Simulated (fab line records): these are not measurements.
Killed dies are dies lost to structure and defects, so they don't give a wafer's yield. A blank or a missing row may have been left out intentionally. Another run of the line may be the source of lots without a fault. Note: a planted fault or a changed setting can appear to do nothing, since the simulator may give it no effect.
fab line records	flow sky130
record lots=11	wafers=33	last-day=51
route steps=708 shown POLY_GATE@231 LI_CONTACT@362 CONTACT@411
lots with no fault: from the same line, run without faults
start-h: the number of hours between the record's first day and the start of the first shown wafer of the lot	wait-h: how many hours have passed since the lot's step before this one	" identical to the entry in the row above	L1.1+2: several wafers, shown together as one row	- no value, or no start was given	* or withheld: withheld	< > ~ a bound
route shown NAME@n: a module of which the file shows steps, and the number in the route of the first	usual: average and standard deviation across the fault-free wafers	same: alike in all rows	chamber/n: place in a boat	sites: each site's reading	_std_site: the values' standard deviation	_edge_site: outer sites' mean less inner sites'	radius-mm: for every site, how far away it sits from the centre of the wafer	mask NAME#n: copy n	behind: the last tool/chamber to shape the wafer	hold: what put the lot on hold/how long, in hours/how the hold closed	device: names the non-switching transistor (n, p or np)	end of line: the same wafers' tests at the end of the route	a step without rows: its recipe alone	killed: the dies lost at the first sort to structure and to defects; this is not the yield of the wafer	map: dies across one wafer; x = killed, . = not, _ = none there
set.NAME: the run value of the setting; set.NAME@STEP: its run value at that earlier step	model.NAME: the simulator's own value behind a step, which no gauge read
steps of the route over a sample of lots; a table a step, a row a wafer
services: when a tool's chamber went out of use (start-h, in hours from the record's first day, below 0 if earlier), for how many hours, and the reason
## steps
# step SKY_POLY_GATE_ETCH_17
# recipe target-depth-nm=180	stop-on=SiO2	over-etch-frac=0.56667	chemistry=HBr/Cl2	target=poly-Si	icp-w=400	bias-w=100	pressure-mtorr=10	HBr_flow_sccm=150	Cl2_flow_sccm=50	time-s=70.5
# usual drypump-motor-current-A=5.6/0.37	oes-product-au=0.987/0.0075	rf-fwd-power-W=396.7/1.4	throttle-valve-pct=33.684/0.0089
lot.wafer	tool	chamber	start-h	wait-h	drypump-motor-current-A	oes-product-au	rf-fwd-power-W	rf-hours-counter-h	throttle-valve-pct
L246.1	rie-si-02	0	396.12	0.0	5.5	0.979	395.5	2	33.676
L246.2	"	1	"	"	5.4	0.994	397.6	3	33.683
L246.4	"	2	"	"	5.7	0.987	394.6	3	33.695
L247.3	rie-si-02	2	412.46	0.0	5.6	0.996	395.8	3	33.676
L247.4	"	1	"	"	5.4	0.984	395.2	3	33.690
L247.5	"	1	"	"	5.4	0.998	393.9	-	33.691
L251.3	rie-si-02	1	443.32	0.0	5.4	0.990	397.2	3	33.694
L251.4	"	0	"	"	5.5	0.976	395.2	-	33.680
L251.5	"	1	"	"	5.4	0.980	396.9	-	33.668
L252.2	rie-si-01	3	444.27	0.0	5.8	0.987	394.0	6	33.698
L252.3	"	0	"	"	6.1	0.988	397.0	2	33.686
L252.6	"	0	"	"	6.1	0.981	398.7	-	33.675
L253.2	rie-si-01	0	458.01	0.0	6.1	0.986	396.3	2	33.681
L253.3	"	2	"	"	5.8	1.000	397.3	4	33.674
L253.4	"	1	"	"	5.1	0.998	397.6	2	33.686
L254.3	rie-si-02	1	467.41	0.0	5.4	0.991	394.1	3	33.684
L254.4	"	2	"	"	5.6	0.985	397.1	-	33.670
L254.6	"	0	"	"	5.5	0.993	396.6	-	33.685
L259.1	rie-si-01	0	535.78	0.0	6.1	0.980	396.2	2	33.681
L259.3	"	3	"	"	5.8	0.987	396.1	7	33.685
L259.4	"	2	"	"	5.8	0.986	396.3	4	33.688
L261.1	rie-si-01	2	553.54	0.0	5.8	0.988	397.6	4	33.689
L261.4	"	0	"	"	6.1	0.984	394.6	2	33.688
L261.6	"	0	"	"	6.1	0.976	395.7	-	33.688
L264.2	rie-si-02	2	567.89	0.0	5.7	0.993	395.8	4	33.682
L264.4	"	3	"	"	4.9	0.986	396.2	0	33.687
L264.6	"	3	"	"	4.8	0.988	399.2	-	33.680
L265.4	rie-si-02	2	576.16	0.0	5.6	0.997	398.1	4	33.689
L265.5	"	2	"	"	5.6	0.980	397.3	-	33.676
L265.6	"	3	"	"	4.8	0.986	394.6	-	33.671
L267.2	rie-si-01	3	582.94	0.0	5.8	0.988	397.0	7	33.687
L267.4	"	2	"	"	5.8	0.993	396.9	4	33.694
L267.5	"	0	"	"	6.1	0.973	396.0	-	33.696
# step SKY_LI_CONTACT_HDPCVD_00
# recipe material=PSG	target-thk-nm=930	sigma-open-frac=0.3	time-s=155	temp-c=600	sih4-flow-sccm=60	pressure-mtorr=6
# usual run-length-s=183.1/0.68
lot.wafer	tool	chamber	start-h	wait-h	run-length-s
L246.1	hdpcvd-01	1	673.31	0.0	182.0
L246.2	"	2	"	"	183.4
L246.4	"	2	"	"	183.0
L247.3	hdpcvd-02	2	689.98	0.0	183.3
L247.4	"	0	"	"	184.2
L247.5	"	2	"	"	183.5
L251.3	hdpcvd-02	2	720.54	0.0	184.1
L251.4	"	1	"	"	182.8
L251.5	"	2	"	"	183.4
L252.2	hdpcvd-02	1	722.12	0.0	183.4
L252.3	"	0	"	"	256.0
L252.6	"	2	"	"	183.4
L253.2	hdpcvd-01	2	737.28	0.0	183.1
L253.3	"	1	"	"	182.1
L253.4	"	2	"	"	183.3
L254.3	hdpcvd-01	1	746.62	0.0	182.5
L254.4	"	1	"	"	181.8
L254.6	"	0	"	"	183.1
L259.1	hdpcvd-01	0	798.24	0.0	183.3
L259.3	"	2	"	"	183.6
L259.4	"	1	"	"	181.8
L261.1	hdpcvd-01	1	816.92	0.0	182.0
L261.4	"	1	"	"	182.2
L261.6	"	2	"	"	183.0
L264.2	hdpcvd-01	0	830.99	0.0	183.9
L264.4	"	1	"	"	181.8
L264.6	"	0	"	"	182.8
L265.4	hdpcvd-02	0	838.61	0.1	184.4
L265.5	"	1	"	"	182.8
L265.6	"	2	"	"	183.9
L267.2	hdpcvd-01	1	841.96	0.0	182.5
L267.4	"	0	"	"	182.9
L267.5	"	2	"	"	183.1
# step SKY_LI_CONTACT_THK_MEAS_01
# recipe reads=PSG_of_LI_CONTACT_HDPCVD_00
# usual LI_CONTACT_HDPCVD_THK=933/8.6
lot.wafer	tool	chamber	start-h	wait-h	LI_CONTACT_HDPCVD_THK[nm]
L246.1	film-metro-01	-	673.41	0.1	940
L246.2	"	-	"	"	926
L246.4	"	-	"	"	926
L247.3	film-metro-01	-	690.11	0.1	941
L247.4	"	-	"	"	925
L247.5	"	-	"	"	932
L251.3	film-metro-04	-	720.66	0.1	937
L251.4	"	-	"	"	935
L251.5	"	-	"	"	934
L252.2	film-metro-04	-	722.23	0.1	930
L252.3	"	-	"	"	1371
L252.6	"	-	"	"	939
L253.2	film-metro-01	-	737.39	0.1	926
L253.3	"	-	"	"	929
L253.4	"	-	"	"	922
L254.3	film-metro-02	-	746.75	0.1	927
L254.4	"	-	"	"	934
L254.6	"	-	"	"	922
L259.1	film-metro-01	-	798.35	0.1	928
L259.3	"	-	"	"	930
L259.4	"	-	"	"	925
L261.1	film-metro-02	-	817.03	0.1	940
L261.4	"	-	"	"	936
L261.6	"	-	"	"	942
L264.2	film-metro-04	-	831.11	0.1	927
L264.4	"	-	"	"	937
L264.6	"	-	"	"	937
L265.4	film-metro-01	-	838.69	0.0	942
L265.5	"	-	"	"	934
L265.6	"	-	"	"	944
L267.2	film-metro-04	-	842.07	0.1	939
L267.4	"	-	"	"	923
L267.5	"	-	"	"	940
# step SKY_LI_CONTACT_CMP_02
# recipe material=PSG	down-force-psi=4	platen-rpm=60	pad-velocity-m-s=0.94248
# usual motor-current-A=12.4/2.1	time-to-endpoint-s=33.2/2.7
lot.wafer	tool	chamber	start-h	wait-h	motor-current-A	time-to-endpoint-s
L246.1	cmp-01	2	673.47	0.1	15.9	29.9
L246.4	"	3	"	"	9.8	31.2
L246.2	"	0	"	"	12.1	30.8
L247.4	cmp-02	1	690.20	0.1	12.6	32.8
L247.3	"	3	"	"	11.2	35.7
L247.5	"	0	"	"	10.5	33.7
L251.4	cmp-01	3	720.75	0.1	9.0	33.2
L251.3	"	0	"	"	12.0	30.1
L251.5	"	2	"	"	15.9	31.0
L252.2	cmp-02	1	722.28	0.0	13.5	31.5
L252.3	"	0	"	"	11.4	76.8
L252.6	"	2	"	"	11.9	31.1
L253.2	cmp-01	2	737.44	0.0	16.1	31.3
L253.3	"	3	"	"	10.3	33.2
L253.4	"	0	"	"	11.9	30.4
L254.4	cmp-01	1	747.23	0.5	12.2	32.1
L254.3	"	2	"	"	15.5	30.4
L254.6	"	1	"	"	13.6	33.8
L259.4	cmp-02	2	798.41	0.0	11.4	31.8
L259.1	"	3	"	"	12.4	34.7
L259.3	"	1	"	"	13.2	34.8
L261.1	cmp-01	3	817.19	0.1	9.1	33.2
L261.4	"	0	"	"	12.3	32.4
L261.6	"	2	"	"	16.5	30.2
L264.2	cmp-02	1	831.16	0.0	13.7	35.4
L264.4	"	3	"	"	10.7	38.3
L264.6	"	1	"	"	13.0	33.2
L265.4	cmp-01	0	838.77	0.1	11.8	33.9
L265.5	"	3	"	"	9.4	35.9
L265.6	"	0	"	"	11.7	37.7
L267.4	cmp-01	2	842.12	0.0	16.4	28.1
L267.2	"	3	"	"	9.6	34.2
L267.5	"	3	"	"	9.8	32.3
# step SKY_CONTACT_BOW_MEAS_05
# recipe mode=bow
# usual CONTACT_BOW=84/7.9
lot.wafer	tool	chamber	start-h	wait-h	CONTACT_BOW[um]
L246.1	film-metro-02	-	733.35	0.1	82
L246.2	"	-	"	"	89
L246.4	"	-	"	"	88
L247.3	film-metro-03	-	749.51	0.3	67
L247.4	"	-	"	"	78
L247.5	"	-	"	"	98
L251.3	film-metro-02	-	779.45	0.3	83
L251.4	"	-	"	"	84
L251.5	"	-	"	"	88
L252.2	film-metro-01	-	780.37	0.1	92
L252.3	"	-	"	"	100
L252.6	"	-	"	"	84
L253.2	film-metro-01	-	795.40	0.1	78
L253.3	"	-	"	"	76
L253.4	"	-	"	"	74
L254.3	film-metro-03	-	805.04	0.3	68
L254.4	"	-	"	"	79
L254.6	"	-	"	"	85
L259.1	film-metro-03	-	855.07	0.2	90
L259.3	"	-	"	"	91
L259.4	"	-	"	"	73
L261.1	film-metro-01	-	873.07	0.1	82
L261.4	"	-	"	"	79
L261.6	"	-	"	"	88
L264.2	film-metro-01	-	886.87	0.3	75
L264.4	"	-	"	"	75
L264.6	"	-	"	"	78
L265.4	film-metro-02	-	893.73	0.2	84
L265.5	"	-	"	"	74
L265.6	"	-	"	"	84
L267.2	film-metro-01	-	896.62	0.2	94
L267.4	"	-	"	"	77
L267.5	"	-	"	"	83
# step SKY_CONTACT_CD_MEAS_14
# recipe target-cd-nm=170
# usual cd-nm=169.6/1.6
lot.wafer	tool	chamber	start-h	wait-h	cd-nm
L246.1	cd-sem-02	-	760.94	-	169.8
L246.2	"	-	"	"	169.5
L246.4	"	-	"	"	169.0
L247.3	cd-sem-02	-	776.64	-	170.2
L247.4	"	-	"	"	169.2
L247.5	"	-	"	"	170.0
L251.3	cd-sem-02	-	805.67	-	169.9
L251.4	"	-	"	"	168.5
L251.5	"	-	"	"	168.9
L252.2	cd-sem-01	-	806.60	-	168.7
L252.3	"	-	"	"	168.6
L252.6	"	-	"	"	167.1
L253.2	cd-sem-02	-	821.89	-	171.4
L253.3	"	-	"	"	170.6
L253.4	"	-	"	"	170.8
L254.3	cd-sem-02	-	831.52	-	168.3
L254.4	"	-	"	"	167.7
L254.6	"	-	"	"	168.0
L259.1	cd-sem-02	-	880.62	-	170.6
L259.3	"	-	"	"	171.3
L259.4	"	-	"	"	170.6
L261.1	cd-sem-01	-	899.20	-	167.4
L261.4	"	-	"	"	168.5
L261.6	"	-	"	"	169.8
L264.2	cd-sem-01	-	912.45	-	173.0
L264.4	"	-	"	"	173.4
L264.6	"	-	"	"	172.8
L265.4	cd-sem-01	-	918.97	-	171.3
L265.5	"	-	"	"	172.7
L265.6	"	-	"	"	172.0
L267.2	cd-sem-01	-	922.24	-	171.1
L267.4	"	-	"	"	172.7
L267.5	"	-	"	"	171.5
## services
tool	chamber	start-h	hours	kind
hdpcvd-01	0	401.86	5.7	repair
cmp-01	-	415.61	2.2	repair
rie-si-02	3	425.10	23.9	repair
cmp-01	-	432.31	3.9	repair
rie-si-02	1	451.50	8.2	repair
cmp-01	-	455.53	0.8	repair
cmp-01	-	464.49	0.6	repair
hdpcvd-01	-	497.55	0.8	repair
rie-si-02	1	504.64	4.0	repair
hdpcvd-01	-	524.47	3.1	repair
hdpcvd-01	2	542.68	6.5	repair
hdpcvd-01	0	548.02	11.8	repair
cmp-01	-	556.20	1.3	repair
cmp-01	-	572.00	4.0	pm
hdpcvd-01	1	675.66	27.7	repair
hdpcvd-01	0	708.62	8.7	repair
rie-si-02	0	729.23	4.0	repair
cmp-01	-	741.06	4.6	pm
rie-si-02	0	743.53	1.3	repair
cmp-01	-	747.75	0.6	repair
hdpcvd-01	-	759.46	2.8	pm
cmp-01	-	777.48	1.3	repair
cmp-01	-	780.97	1.6	repair
hdpcvd-01	1	783.23	13.2	repair
## key
first-sign step=SKY_LI_CONTACT_HDPCVD_00	reading=run-length-s	direction=up	sigmas=99+	usual=*	struck=*
effect step=SKY_LI_CONTACT_THK_MEAS_01	reading=LI_CONTACT_HDPCVD_THK	direction=up	sigmas=51	usual=933	struck=1371
effect step=SKY_LI_CONTACT_CMP_02	reading=time-to-endpoint-s	direction=up	sigmas=16	usual=*	struck=*
met-at SKY_LI_CONTACT_HDPCVD_00
struck-lots L252
struck-wafers L252.3
tester-left-out L252
not-acting-at SKY_POLY_GATE_ETCH_17,SKY_CONTACT_BOW_MEAS_05,SKY_CONTACT_CD_MEAS_14
onset-between 689.98 722.12
fault kind=process-parameter-drift	tool=hdpcvd-02	chamber=0	onset-h=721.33	steps=SKY_LI_CONTACT_HDPCVD_00	channel=time-s	offset=*	shape=step	end-h=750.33	acts-in=*	stated=*
# tester-left-out: of these lots the tester's yield and bins aren't shown, on N5 and GAA mostly nor the transistor test; their killed dies are dies lost to structure and defects alone, not to doping, threshold or leakage, so they don't give the yield
